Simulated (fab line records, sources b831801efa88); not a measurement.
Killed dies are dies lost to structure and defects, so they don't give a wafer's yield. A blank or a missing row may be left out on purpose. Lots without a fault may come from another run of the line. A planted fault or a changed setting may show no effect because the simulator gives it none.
Chamber matching | flow gf180mcu | GF_CONTACT_CVD_02 on pecvd-04: 3 sister chambers
The step deposits SiO2 from TEOS, target thk 860 nm, time 95.992 s. 6 wafers are shown with their chamber, then 7 later ones without.

WAFERS WITH THEIR CHAMBER
wafer  | chamber | heater_power_w (W)
L701.5 | 0       | 592
L702.2 | 2       | 588
L702.3 | 0       | 564
L702.5 | 1       | 666
L703.1 | 2       | 661
L703.3 | 1       | 654

WAFERS WITHOUT THEIR CHAMBER
wafer  | heater_power_w (W)
L703.4 | 676
L705.3 | 579
L705.5 | 641
L705.6 | 624
L706.2 | 663
L706.3 | 543
L706.5 | 529

WHICH CHAMBER EACH WENT THROUGH
wafer  | from the rows above          | in truth
L703.4 | can't be placed: 1 or 2      | 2
L705.3 | can't be placed: 0 or 2      | 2
L705.5 | can't be placed: 2 or 1 or 0 | 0
L705.6 | can't be placed: 2 or 1 or 0 | 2
L706.2 | can't be placed: 1 or 2      | 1
L706.3 | can't be placed: 0 or 2      | 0
L706.5 | can't be placed: 0 or 2      | 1
Placed correctly: 0 of 7. Can't be placed from these rows: 7 (the true chamber is among the candidates in 6). Placed wrongly: 0.
How it was worked out, from the rows above alone: a wafer's distance from a chamber is the root of the sum, over the readings, of the square of ((its reading less the chamber's mean) divided by the reading's scatter). The wafer belongs to the nearest chamber; if the next one is less than 2 further off, it can't be placed. A chamber's mean is the mean of its shown wafers. The scatter: the root of (the sum of the squares of (reading less its chamber's mean) over the shown wafers, divided by (wafers less chambers)).
